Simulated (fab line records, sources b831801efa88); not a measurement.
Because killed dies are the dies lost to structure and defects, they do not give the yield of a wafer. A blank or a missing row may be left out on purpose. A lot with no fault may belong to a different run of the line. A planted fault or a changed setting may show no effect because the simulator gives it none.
fab line records	flow sfq-line
[record] lots = 5	wafers = 23
route steps=325 shown JJ@185 M5@198 R5@212 I5@230 C5@247 M6@255 I6@267
start-h: the number of hours between the record's first day and the start of the first shown wafer of the lot	wait-h: time in hours since the lot's previous step	" the same as in the row above	L1.1+2: a row that stands for several wafers	- either no value or no given start	* or withheld: withheld	< > ~ a bound
route shown NAME@n: a module of which the file shows steps, and the number in the route of the first	usual: mean/standard deviation taken from wafers without a fault	same: alike in all rows	chamber/n: place in a boat	sites: each site's reading	_std_site: standard deviation of those values	_edge_site: outer sites' mean less inner sites'	radius-mm: for every site, how far away it sits from the centre of the wafer	mask NAME#n: copy n	behind: the last tool/chamber to shape the wafer	hold: the reason the lot was held/the length of the hold in hours/how it ended	device: names the non-switching transistor (n, p or np)	end of line: the route-end tests of the same wafers	a step given without rows: its recipe and nothing more	killed: the dies lost at the first sort to structure and to defects; this is not the yield of the wafer	map: per-die view of a wafer (x killed, . not killed, _ where there is no die)
set.NAME: the setting the step ran with; set.NAME@STEP: the setting that earlier step ran with	model.NAME: the simulator's own value behind a step, which no gauge read
lots run with intentionally changed settings; tables by step, rows by wafer
[[steps]]
[step SFQ_TRILAYER_JJ_CE_LITHO_COAT_119]
[recipe] resist = BARC	spin-rpm = 3000	resist-thk-nm = 62
lot.wafer	tool	chamber	start-h	wait-h	set.spin-rpm	model.BARC_of_TRILAYER_JJ_CE_LITHO_COAT_119.thk-nm
L074.1	litho-track-04	0	1200.56	0.1	2815	64.28
L074.2	"	0	"	"	2815	64
L074.4	"	0	"	"	3000	62.1
L074.5	"	0	"	"	3000	62.13
L074.6	"	0	"	"	2815	64.21
L077.4	litho-track-02	0	1228.33	0.2	3000	62.11
L077.5	"	0	"	"	3000	62.01
L077.6	"	0	"	"	3000	61.87
L078.1	litho-track-02	0	1234.18	0.1	3116	60.82
L078.2	"	0	"	"	3000	62.02
L078.4	"	0	"	"	3000	62.07
L078.5	"	0	"	"	3116	61.01
L078.6	"	0	"	"	3116	60.84
L080.1	litho-track-02	0	1273.93	0.1	3000	61.96
L080.3	"	0	"	"	2835	63.73
L080.4	"	0	"	"	3000	62.04
L080.5	"	0	"	"	2835	63.64
L080.6	"	0	"	"	2835	63.72
L084.1	litho-track-02	0	1293.10	0.1	3091	61.44
L084.2	"	0	"	"	3000	62.3
L084.3	"	0	"	"	3000	62.34
L084.5	"	0	"	"	3000	62.41
L084.6	"	0	"	"	3091	61.58
[step SFQ_TRILAYER_JJ_CE_BARC_OPEN_RIE_150]
[recipe] mask-material = PR	chemistry = O2	target-depth-nm = 240	target = BARC	icp-w = 600	bias-w = 80	pressure-mtorr = 10	time-s = 80
lot.wafer	tool	chamber	start-h	wait-h	set.pressure-mtorr	set.spin-rpm@TRILAYER_JJ_CE_LITHO_COAT_119	model.etch.depth-nm
L074.1	rie-metal-02	1	1334.45	1.0	11.33	2815	64.28
L074.2	"	0	"	"	11.33	2815	64
L074.4	"	0	"	"	11.33	3000	-
L074.5	"	1	"	"	11.33	3000	62.13
L074.6	"	0	"	"	11.33	2815	-
L077.4	rie-metal-02	0	1357.62	0.4	10	3000	62.11
L077.5	"	0	"	"	10	3000	62.01
L077.6	"	1	"	"	10	3000	61.87
L078.1	rie-metal-02	0	1361.19	1.0	10.99	3116	60.82
L078.2	"	1	"	"	10.99	3000	62.02
L078.4	"	0	"	"	10.99	3000	-
L078.5+6	"	1,0	"	"	10.99	3116	-
L080.1+4	rie-metal-01	1	1393.71	1.0	8.837	3000	-
L080.3+6	"	0	"	"	8.837	2835	-
L080.5	"	1	"	"	8.837	2835	63.64
L084.1	rie-metal-04	1	1411.71	1.0	9.533	3091	61.44
L084.2	"	0	"	"	9.533	3000	62.3
L084.3+5	"	1,0	"	"	9.533	3000	-
L084.6	"	1	"	"	9.533	3091	-
[step SFQ_TRILAYER_M5_LITHO_COAT_128]
[recipe] resist = BARC	spin-rpm = 3000	resist-thk-nm = 62
lot.wafer	tool	chamber	start-h	wait-h	set.resist-thk-nm	model.BARC_of_TRILAYER_M5_LITHO_COAT_128.thk-nm
L074.1	litho-track-03	0	1336.19	0.0	60.52	60.78
L074.2	"	0	"	"	62	62.15
L074.4	"	0	"	"	62	61.94
L074.5	"	0	"	"	60.52	60.72
L074.6	"	0	"	"	60.52	60.88
L077.4+6	litho-track-01	0	1359.21	0.1	62	62.11
L077.5	"	0	"	"	62	62.18
L078.1	litho-track-04	0	1362.71	0.0	60.91	60.6
L078.2	"	0	"	"	60.91	60.67
L078.4	"	0	"	"	62	61.94
L078.5	"	0	"	"	62	61.53
L078.6	"	0	"	"	62	61.77
L080.1+3	litho-track-01	0	1395.28	0.0	62	62.4
L080.4	"	0	"	"	62	62.07
L080.5	"	0	"	"	62	62.27
L080.6	"	0	"	"	62	62.28
L084.1	litho-track-01	0	1413.19	0.0	62	62.36
L084.2	"	0	"	"	62	62.28
L084.3	"	0	"	"	62	62.15
L084.5	"	0	"	"	62	62.08
L084.6	"	0	"	"	62	62.18
[step SFQ_TRILAYER_M5_ETCH_METAL_ETCH_126]
[recipe] target = Nb	stop-on = SiO2	mask-material = PR	over-etch-frac = 0.15	time-s = 203.2	chemistry = Cl2/BCl3	target-depth-nm = 265	icp-w = 600	bias-w = 80	pressure-mtorr = 10
lot.wafer	tool	chamber	start-h	wait-h	set.time-s	model.KrF_of_TRILAYER_M5_LITHO_COAT_123.thk-nm	model.SiO2_of_TRILAYER_I4_DEP_PECVD_099.thk-nm	model.M5.feature-depth-nm
L074.1	rie-metal-02	0	1447.74	0.0	233.7	347	177.1	165.8
L074.2	"	1	"	"	203.2	371.3	180.5	162.4
L074.4	"	1	"	"	233.7	349	177.2	166.2
L074.5	"	0	"	"	203.2	367.6	180	162.3
L074.6	"	1	"	"	233.7	349.2	176.8	166.1
L077.4	rie-metal-03	0	1466.59	0.1	203.2	371.3	180.6	161.9
L077.5	"	1	"	"	203.2	370.1	181.3	162.7
L077.6	"	0	"	"	203.2	369.9	180.8	162.3
L078.1	rie-metal-03	0	1468.93	0.0	203.2	369.8	180.1	162.7
L078.2	"	1	"	"	203.2	369.7	179.5	161.3
L078.4	"	1	"	"	203.2	370.1	179.9	160.9
L078.5	"	0	"	"	203.2	371.3	180.6	162.3
L078.6	"	1	"	"	203.2	373.4	179	161.4
L080.1	rie-metal-03	0	1489.65	0.0	203.2	366.3	181	162.5
L080.3	"	1	"	"	203.2	367	181.4	162.7
L080.4	"	0	"	"	203.2	369.2	182.1	161.8
L080.5	"	0	"	"	193	374.2	181.7	161.2
L080.6	"	1	"	"	193	375.9	183	161.3
L084.1	rie-metal-03	1	1504.05	0.0	216.3	357.2	178.3	164.7
L084.2	"	0	"	"	216.3	358.6	177.6	165.7
L084.3	"	1	"	"	203.2	366.9	180.6	162.8
L084.5	"	0	"	"	216.3	356.9	177.8	165.5
L084.6	"	1	"	"	203.2	367	179.3	163.4
[step SFQ_TRILAYER_R5_DEP_SPUTTER_132]
[recipe] material = Ti	base-pressure-pa = 1.33e-06	target-thk-nm = 5	power-w = 2000	time-s = 5	chamber-pressure-pa = 0.4
lot.wafer	tool	chamber	start-h	wait-h	set.time-s	model.Ti_of_TRILAYER_R5_DEP_SPUTTER_132.thk-nm
L074.1	pvd-sputter-04	-	1496.57	1.0	5.197	5.252
L074.2	"	-	"	"	5	5.115
L074.4	"	-	"	"	5	5.095
L074.5	"	-	"	"	5.197	5.294
L074.6	"	-	"	"	5	5.126
L077.4	pvd-sputter-04	-	1511.57	0.4	5	5.241
L077.5	"	-	"	"	5	5.228
L077.6	"	-	"	"	5	5.158
L078.1	pvd-sputter-03	-	1511.59	1.0	5	5.1
L078.2	"	-	"	"	5	4.991
L078.4	"	-	"	"	5	5.016
L078.5	"	-	"	"	5	5.097
L078.6	"	-	"	"	5	5.092
L080.1	pvd-sputter-04	-	1538.57	1.0	5	4.981
L080.3	"	-	"	"	4.639	4.58
L080.4	"	-	"	"	4.639	4.666
L080.5	"	-	"	"	5	5.07
L080.6	"	-	"	"	4.639	4.642
L084.1	pvd-sputter-03	-	1553.59	1.0	5	4.787
L084.2	"	-	"	"	5	4.921
L084.3	"	-	"	"	5.283	5.068
L084.5	"	-	"	"	5.283	5.193
L084.6	"	-	"	"	5.283	5.107
[step SFQ_TRILAYER_R5_LITHO_PEB_139]
[recipe] peb-temp-c = 115	peb-time-s = 60	resist = KrF
lot.wafer	tool	chamber	start-h	wait-h	set.peb-time-s
L074.1+2+5	litho-track-01	0	1501.55	1.0	60
L074.4+6	"	0	"	"	62.43
L077.4+5+6	litho-track-01	0	1519.72	0.5	60
L078.1+4	litho-track-03	0	1520.85	1.0	66.23
L078.2+5+6	"	0	"	"	60
L080.1+4+6	litho-track-03	0	1550.26	1.0	60
L080.3+5	"	0	"	"	54.28
L084.1+2+3+5+6	litho-track-03	0	1570.42	1.0	60
[step SFQ_TRILAYER_R5_LITHO_DEVELOP_138]
[recipe] time-s = 60	resist = KrF
[step SFQ_TRILAYER_R5_BARC_OPEN_METAL_ETCH_177]
[recipe] mask-material = PR	chemistry = O2	target-depth-nm = 125	target = BARC	icp-w = 600	bias-w = 80	pressure-mtorr = 10	time-s = 41.7
lot.wafer	tool	chamber	start-h	wait-h	set.peb-time-s@TRILAYER_R5_LITHO_PEB_139	model.R5.cd-nm
L074.1	rie-metal-04	0	1501.89	0.0	60	498.6
L074.2	"	1	"	"	60	498
L074.4	"	0	"	"	62.43	493.9
L074.5	"	1	"	"	60	499.4
L074.6	"	0	"	"	62.43	493.1
L077.4	rie-metal-01	0	1520.00	0.0	60	499.8
L077.5	"	0	"	"	60	500.2
L077.6	"	1	"	"	60	498.5
L078.1	rie-metal-04	0	1521.19	0.0	66.23	484.8
L078.2	"	1	"	"	60	498.1
L078.4	"	1	"	"	66.23	486.7
L078.5	"	0	"	"	60	499.7
L078.6	"	1	"	"	60	497.1
L080.1	rie-metal-04	0	1550.60	0.0	60	501
L080.3	"	1	"	"	54.28	514.1
L080.4	"	0	"	"	60	500.5
L080.5	"	0	"	"	54.28	516
L080.6	"	1	"	"	60	500.9
L084.1	rie-metal-01	1	1570.76	0.0	60	497.8
L084.2	"	0	"	"	60	498.8
L084.3	"	1	"	"	60	498.3
L084.5	"	1	"	"	60	497.9
L084.6	"	0	"	"	60	497.7
[step SFQ_TRILAYER_I5_LITHO_COAT_144]
[recipe] resist = KrF	spin-rpm = 3000	resist-thk-nm = 650
lot.wafer	tool	chamber	start-h	wait-h	set.resist-thk-nm	model.KrF_of_TRILAYER_I5_LITHO_COAT_144.thk-nm
L074.1+6	litho-track-02	0	1503.10	0.2	650	651.4
L074.2	"	0	"	"	617.2	620.1
L074.4	"	0	"	"	617.2	620.4
L074.5	"	0	"	"	650	651.6
L077.4	litho-track-04	0	1521.35	0.2	650	651.5
L077.5	"	0	"	"	650	649.3
L077.6	"	0	"	"	650	651.3
L078.1	litho-track-04	0	1522.66	0.2	635.1	638.1
L078.2	"	0	"	"	635.1	635.9
L078.4	"	0	"	"	650	650.6
L078.5	"	0	"	"	650	650.8
L078.6	"	0	"	"	635.1	637.3
L080.1	litho-track-04	0	1551.82	0.2	650	649.4
L080.3+5	"	0	"	"	650	649.8
L080.4	"	0	"	"	650	651.1
L080.6	"	0	"	"	650	648.5
L084.1	litho-track-01	0	1571.98	0.2	650	649.3
L084.2	"	0	"	"	680	677.7
L084.3	"	0	"	"	680	677.8
L084.5	"	0	"	"	650	648
L084.6	"	0	"	"	680	679.2
[step SFQ_TRILAYER_I5_ETCH_VIA_ETCH_147]
[recipe] stop-on = Nb	mask-material = PR	chemistry = CHF3	target-depth-nm = 360	source-w = 500	bias-w = 80	pressure-mtorr = 30	time-s = withheld
lot.wafer	tool	chamber	start-h	wait-h	set.bias-w	model.etch.depth-nm
L074.1+2	rie-diel-01	3,0	1509.22	0.0	86.51	360
L074.4+6	"	2,0	"	"	80	-
L074.5	"	1	"	"	80	359.1
L077.4+6	rie-diel-02	2	1529.62	0.0	80	358.2
L077.5	"	1	"	"	80	358.1
L078.1	rie-diel-02	3	1532.64	0.0	80	356.6
L078.2	"	2	"	"	88.11	360
L078.4+6	"	0	"	"	80	-
L078.5	"	1	"	"	88.11	-
L080.1+3	rie-diel-02	3,2	1569.60	0.0	80	-
L080.4+6	"	1,3	"	"	87.77	-
L080.5	"	2	"	"	87.77	360
L084.1	rie-diel-02	3	1585.20	0.0	80	360
L084.2	"	2	"	"	74.91	351.7
L084.3+6	"	0,2	"	"	80	-
L084.5	"	1	"	"	74.91	-
[step SFQ_TRILAYER_C5_BARC_OPEN_VIA_ETCH_210]
[recipe] mask-material = PR	chemistry = O2	target-depth-nm = 125	target = BARC	source-w = 500	bias-w = 80	pressure-mtorr = 30	time-s = 41.7
lot.wafer	tool	chamber	start-h	wait-h	set.time-s	model.KrF_of_TRILAYER_C5_LITHO_COAT_151.thk-nm
L074.1	rie-diel-02	0	1517.59	0.0	41.7	569.1
L074.2	"	1	"	"	45.04	565.2
L074.4	"	3	"	"	41.7	568.8
L074.5	"	2	"	"	41.7	568
L074.6	"	3	"	"	45.04	563.7
L077.4	rie-diel-04	0	1541.00	0.0	41.7	569.6
L077.5	"	1	"	"	41.7	570.7
L077.6	"	2	"	"	41.7	569.5
L078.1+6	rie-diel-04	1	1544.60	0.0	41.7	572.7
L078.2	"	2	"	"	41.7	572.8
L078.4	"	3	"	"	41.7	572.6
L078.5	"	2	"	"	41.7	574.3
L080.1	rie-diel-03	3	1583.96	0.0	47.45	566.3
L080.3	"	2	"	"	41.7	570.2
L080.4	"	1	"	"	41.7	572.1
L080.5	"	0	"	"	47.45	566.4
L080.6	"	3	"	"	47.45	564.4
L084.1	rie-diel-04	3	1605.11	0.0	41.7	570.5
L084.2+6	"	1,0	"	"	45.03	566.3
L084.3	"	0	"	"	41.7	569.6
L084.5	"	1	"	"	41.7	571.1
[step SFQ_TRILAYER_C5_ETCH_VIA_ETCH_154]
[recipe] target = SiO2	mask-material = PR	chemistry = CHF3	target-depth-nm = 84	source-w = 500	bias-w = 80	pressure-mtorr = 30	time-s = withheld	stop-on = Nb
lot.wafer	tool	chamber	start-h	wait-h	set.time-s@TRILAYER_C5_BARC_OPEN_VIA_ETCH_210	model.KrF_of_TRILAYER_C5_LITHO_COAT_151.thk-nm
L074.1	rie-diel-02	0	1517.62	0.0	*	554.7
L074.2	"	1	"	"	*	551
L074.4	"	3	"	"	*	554.6
L074.5	"	2	"	"	*	553.9
L074.6	"	3	"	"	*	549.4
L077.4+6	rie-diel-04	0,2	1541.04	0.0	*	555.2
L077.5	"	1	"	"	*	556.4
L078.1+2+6	rie-diel-04	1,2,1	1544.64	0.0	*	558.4
L078.4	"	3	"	"	*	558
L078.5	"	2	"	"	*	559.8
L080.1+5	rie-diel-03	3,0	1584.00	0.0	*	551.9
L080.3	"	2	"	"	*	555.8
L080.4	"	1	"	"	*	557.7
L080.6	"	3	"	"	*	549.9
L084.1	rie-diel-04	3	1605.15	0.0	*	555.9
L084.2	"	1	"	"	*	551.9
L084.3	"	0	"	"	*	555.5
L084.5	"	1	"	"	*	556.7
L084.6	"	0	"	"	*	552.1
[step SFQ_TRILAYER_M6_LITHO_COAT_164]
[recipe] resist = BARC	spin-rpm = 3000	resist-thk-nm = 62
lot.wafer	tool	chamber	start-h	wait-h	set.spin-rpm	model.BARC_of_TRILAYER_M6_LITHO_COAT_164.thk-nm
L074.1	litho-track-03	0	1518.76	0.1	3000	62.1
L074.2+5	"	0	"	"	3205	60.1
L074.4	"	0	"	"	3000	62.19
L074.6	"	0	"	"	3205	60.09
L077.4	litho-track-01	0	1542.31	0.2	3000	62.03
L077.5	"	0	"	"	3000	62.15
L077.6	"	0	"	"	3000	62.26
L078.1	litho-track-03	0	1545.76	0.1	3000	62.07
L078.2	"	0	"	"	3000	62.17
L078.4	"	0	"	"	3206	60.1
L078.5	"	0	"	"	3206	60.16
L078.6	"	0	"	"	3206	60.07
L080.1	litho-track-01	0	1585.72	0.1	2801	64.09
L080.3	"	0	"	"	3000	61.9
L080.4	"	0	"	"	2801	64.28
L080.5	"	0	"	"	3000	61.91
L080.6	"	0	"	"	2801	64.26
L084.1	litho-track-01	0	1606.27	0.1	3117	60.75
L084.2	"	0	"	"	3000	62
L084.3	"	0	"	"	3000	62.01
L084.5	"	0	"	"	3000	61.97
L084.6	"	0	"	"	3117	61.01
[step SFQ_TRILAYER_M6_LITHO_COAT_159]
[recipe] resist = KrF	spin-rpm = 3000	resist-thk-nm = 600
[step SFQ_TRILAYER_M6_LITHO_SOFTBAKE_163]
[recipe] temp-c = withheld	time-s = withheld	resist = KrF
[step SFQ_TRILAYER_M6_LITHO_DEVELOP_161]
[recipe] time-s = 60	resist = KrF
[step SFQ_TRILAYER_M6_BARC_OPEN_METAL_ETCH_206]
[recipe] mask-material = PR	chemistry = O2	target-depth-nm = 125	target = BARC	icp-w = 600	bias-w = 80	pressure-mtorr = 10	time-s = 41.7
lot.wafer	tool	chamber	start-h	wait-h	set.spin-rpm@TRILAYER_M6_LITHO_COAT_164	model.etch.depth-nm
L074.1	rie-metal-02	0	1527.19	0.0	3000	62.1
L074.2+5	"	1,0	"	"	3205	60.1
L074.4	"	0	"	"	3000	-
L074.6	"	1	"	"	3205	-
L077.4	rie-metal-02	1	1551.82	0.0	3000	62.03
L077.5	"	0	"	"	3000	62.15
L077.6	"	1	"	"	3000	62.26
L078.1	rie-metal-02	1	1558.80	0.0	3000	62.07
L078.2	"	0	"	"	3000	62.17
L078.4+5+6	"	0,0,1	"	"	3206	-
L080.1+4+6	rie-metal-03	0	1603.91	0.0	2801	-
L080.3	"	1	"	"	3000	-
L080.5	"	1	"	"	3000	61.91
L084.1	rie-metal-02	0	1627.91	0.0	3117	60.75
L084.2	"	1	"	"	3000	62
L084.3+5	"	0,1	"	"	3000	-
L084.6	"	0	"	"	3117	-
[step SFQ_TRILAYER_I6_CMP_CMP_166]
[recipe] material = SiO2	down-force-psi = 3	platen-rpm = 60	pad-velocity-m-s = 0.94248
lot.wafer	tool	chamber	start-h	wait-h	set.leave-above-ref-nm	model.SiO2_of_TRILAYER_I6_DEP_PECVD_165.thk-nm
L074.2	cmp-02	1	1573.39	45.2	200	199.1
L074.4	"	3	1574.39	46.2	211.2	211.5
L074.1	"	0	"	"	211.2	210
L074.6	"	1	"	"	211.2	210.6
L074.5	"	2	"	"	200	199.4
L077.4	cmp-01	1	1605.44	52.6	200	198.5
L077.5	"	1	1607.44	54.6	200	199.6
L077.6	"	2	"	"	200	198.3
L078.4	cmp-02	0	1612.89	53.1	200	198.4
L078.2	"	1	"	"	191.2	190.5
L078.1	"	2	"	"	200	199.3
L078.5	"	3	"	"	200	200.5
L078.6	"	0	"	"	191.2	190.4
L080.3	cmp-02	0	1637.12	32.2	188.5	188.5
L080.4	"	1	"	"	200	198.4
L080.1	"	2	"	"	188.5	187.7
L080.6	"	3	"	"	200	201
L080.5	"	0	"	"	188.5	189
L084.2	cmp-01	0	1656.44	27.5	200	198.7
L084.1	"	1	"	"	208.5	205.8
L084.3	"	2	"	"	200	197.1
L084.6	"	0	1658.44	29.5	200	198.6
L084.5	"	1	"	"	208.5	206.3
[step SFQ_TRILAYER_I6_METRO_MEASURE_167]
[usual] thk-nm = 199.4/1
lot.wafer	tool	chamber	start-h	wait-h	set.leave-above-ref-nm@TRILAYER_I6_CMP_CMP_166	thk-nm
L074.1	film-metro-03	-	1576.51	0.1	211.2	210.1
L074.2	"	-	"	"	200	198.9
L074.4	"	-	"	"	211.2	211.5
L074.5	"	-	"	"	200	199.4
L074.6	"	-	"	"	211.2	210.6
L077.4	film-metro-02	-	1609.16	0.6	200	198.5
L077.5	"	-	"	"	200	199.6
L077.6	"	-	"	"	200	198.3
L078.1	film-metro-03	-	1615.51	0.1	200	199.3
L078.2	"	-	"	"	191.2	190.7
L078.4	"	-	"	"	200	198.5
L078.5	"	-	"	"	200	200.4
L078.6	"	-	"	"	191.2	190.3
L080.1	film-metro-01	-	1639.74	0.1	188.5	187.8
L080.3	"	-	"	"	188.5	188.5
L080.4	"	-	"	"	200	198.6
L080.5	"	-	"	"	188.5	189.1
L080.6	"	-	"	"	200	201.0
L084.1	film-metro-01	-	1659.56	0.1	208.5	205.9
L084.2	"	-	"	"	200	198.7
L084.3	"	-	"	"	200	197.0
L084.5	"	-	"	"	208.5	206.4
L084.6	"	-	"	"	200	198.6
[step SFQ_TRILAYER_I6_VIA_LITHO_PEB_172]
[recipe] peb-temp-c = 115	peb-time-s = 60	resist = KrF
lot.wafer	tool	chamber	start-h	wait-h	set.peb-temp-c
L074.1+5+6	litho-track-01	0	1641.79	1.0	116.1
L074.2+4	"	0	"	"	115
L077.4+5+6	litho-track-01	0	1677.86	0.5	115
L078.1+6	litho-track-01	0	1684.99	1.0	115
L078.2+4+5	"	0	"	"	117.3
L080.1+3+4+5+6	litho-track-03	0	1718.39	1.0	115
L084.1+2+6	litho-track-03	0	1744.34	1.0	116.2
L084.3+5	"	0	"	"	115
[step SFQ_TRILAYER_I6_VIA_LITHO_DEVELOP_171]
[recipe] time-s = 60	resist = KrF
[step SFQ_TRILAYER_I6_VIA_BARC_OPEN_VIA_ETCH_235]
[recipe] mask-material = PR	chemistry = O2	target-depth-nm = 125	target = BARC	source-w = 500	bias-w = 80	pressure-mtorr = 30	time-s = 41.7
lot.wafer	tool	chamber	start-h	wait-h	set.peb-temp-c@TRILAYER_I6_VIA_LITHO_PEB_172	model.I6.cd-nm
L074.1	rie-diel-04	1	1642.12	0.0	116.1	719
L074.2	"	0	"	"	115	702.2
L074.4	"	3	"	"	115	699.7
L074.5	"	2	"	"	116.1	717.7
L074.6	"	3	"	"	116.1	718.4
L077.4	rie-diel-01	1	1678.14	0.0	115	698.7
L077.5	"	0	"	"	115	698.2
L077.6	"	3	"	"	115	697.4
L078.1	rie-diel-01	1	1685.32	0.0	115	699.5
L078.2	"	0	"	"	117.3	737.5
L078.4	"	1	"	"	117.3	738
L078.5	"	3	"	"	117.3	737.7
L078.6	"	0	"	"	115	699
L080.1	rie-diel-04	1	1718.72	0.0	115	699.9
L080.3	"	0	"	"	115	701.4
L080.4	"	3	"	"	115	702.8
L080.5	"	0	"	"	115	701.2
L080.6	"	3	"	"	115	701.7
L084.1	rie-diel-03	2	1744.67	0.0	116.2	721.5
L084.2	"	1	"	"	116.2	718.8
L084.3	"	0	"	"	115	698.5
L084.5	"	1	"	"	115	698.2
L084.6	"	2	"	"	116.2	720.7
[[key]]
[split] step = SFQ_TRILAYER_JJ_CE_LITHO_COAT_119	setting = spin-rpm	stated = 3000	by = wafer
[response] step = SFQ_TRILAYER_JJ_CE_LITHO_COAT_119	reading = model.BARC_of_TRILAYER_JJ_CE_LITHO_COAT_119.thk-nm	change = -0.314	per = 1%	r = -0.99
[response] step = SFQ_TRILAYER_JJ_CE_BARC_OPEN_RIE_150	reading = model.etch.depth-nm	change = -0.318	per = 1%	r = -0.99
[split] step = SFQ_TRILAYER_JJ_CE_BARC_OPEN_RIE_150	setting = pressure-mtorr	stated = 10	by = lot
response none clear
[split] step = SFQ_TRILAYER_M5_LITHO_COAT_128	setting = resist-thk-nm	stated = 62	by = wafer
[response] step = SFQ_TRILAYER_M5_LITHO_COAT_128	reading = model.BARC_of_TRILAYER_M5_LITHO_COAT_128.thk-nm	change = +0.562	per = 1%	r = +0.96
[split] step = SFQ_TRILAYER_M5_ETCH_METAL_ETCH_126	setting = time-s	stated = 203.2	by = wafer
[response] step = SFQ_TRILAYER_M5_ETCH_METAL_ETCH_126	reading = model.KrF_of_TRILAYER_M5_LITHO_COAT_123.thk-nm	change = -1.42	per = 1%	r = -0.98
[response] step = SFQ_TRILAYER_M5_ETCH_METAL_ETCH_126	reading = model.SiO2_of_TRILAYER_I4_DEP_PECVD_099.thk-nm	change = -0.225	per = 1%	r = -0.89
[response] step = SFQ_TRILAYER_M5_ETCH_METAL_ETCH_126	reading = model.M5.feature-depth-nm	change = +0.255	per = 1%	r = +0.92
[split] step = SFQ_TRILAYER_R5_DEP_SPUTTER_132	setting = time-s	stated = 5	by = wafer
[response] step = SFQ_TRILAYER_R5_DEP_SPUTTER_132	reading = model.Ti_of_TRILAYER_R5_DEP_SPUTTER_132.thk-nm	change = +0.0503	per = 1%	r = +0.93
[split] step = SFQ_TRILAYER_R5_LITHO_PEB_139	setting = peb-time-s	stated = 60	by = wafer
[response] step = SFQ_TRILAYER_R5_BARC_OPEN_METAL_ETCH_177	reading = model.R5.cd-nm	change = -1.33	per = 1%	r = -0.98
[split] step = SFQ_TRILAYER_I5_LITHO_COAT_144	setting = resist-thk-nm	stated = 650	by = wafer
[response] step = SFQ_TRILAYER_I5_LITHO_COAT_144	reading = model.KrF_of_TRILAYER_I5_LITHO_COAT_144.thk-nm	change = +6.25	per = 1%	r = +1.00
[split] step = SFQ_TRILAYER_I5_ETCH_VIA_ETCH_147	setting = bias-w	stated = 80	by = wafer
[response] step = SFQ_TRILAYER_I5_ETCH_VIA_ETCH_147	reading = model.etch.depth-nm	shape = bent	at-lowest = 351.7	at-stated = 358.4	at-highest = 360
[split] step = SFQ_TRILAYER_C5_BARC_OPEN_VIA_ETCH_210	setting = time-s	stated = 41.7	by = wafer
[response] step = SFQ_TRILAYER_C5_BARC_OPEN_VIA_ETCH_210	reading = model.KrF_of_TRILAYER_C5_LITHO_COAT_151.thk-nm	change = -0.444	per = 1%	r = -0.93
[response] step = SFQ_TRILAYER_C5_ETCH_VIA_ETCH_154	reading = model.KrF_of_TRILAYER_C5_LITHO_COAT_151.thk-nm	change = -0.446	per = 1%	r = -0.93
[split] step = SFQ_TRILAYER_M6_LITHO_COAT_164	setting = spin-rpm	stated = 3000	by = wafer
[response] step = SFQ_TRILAYER_M6_LITHO_COAT_164	reading = model.BARC_of_TRILAYER_M6_LITHO_COAT_164.thk-nm	change = -0.31	per = 1%	r = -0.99
[response] step = SFQ_TRILAYER_M6_BARC_OPEN_METAL_ETCH_206	reading = model.etch.depth-nm	change = -0.298	per = 1%	r = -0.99
[split] step = SFQ_TRILAYER_I6_CMP_CMP_166	setting = leave-above-ref-nm	stated = 200	by = wafer
[response] step = SFQ_TRILAYER_I6_CMP_CMP_166	reading = model.SiO2_of_TRILAYER_I6_DEP_PECVD_165.thk-nm	change = +1.99	per = 1%	r = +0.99
[response] step = SFQ_TRILAYER_I6_METRO_MEASURE_167	reading = thk-nm	change = +2	per = 1%	r = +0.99
[split] step = SFQ_TRILAYER_I6_VIA_LITHO_PEB_172	setting = peb-temp-c	stated = 115	by = wafer
[response] step = SFQ_TRILAYER_I6_VIA_BARC_OPEN_VIA_ETCH_235	reading = model.I6.cd-nm	change = +19.4	per = 1%	r = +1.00
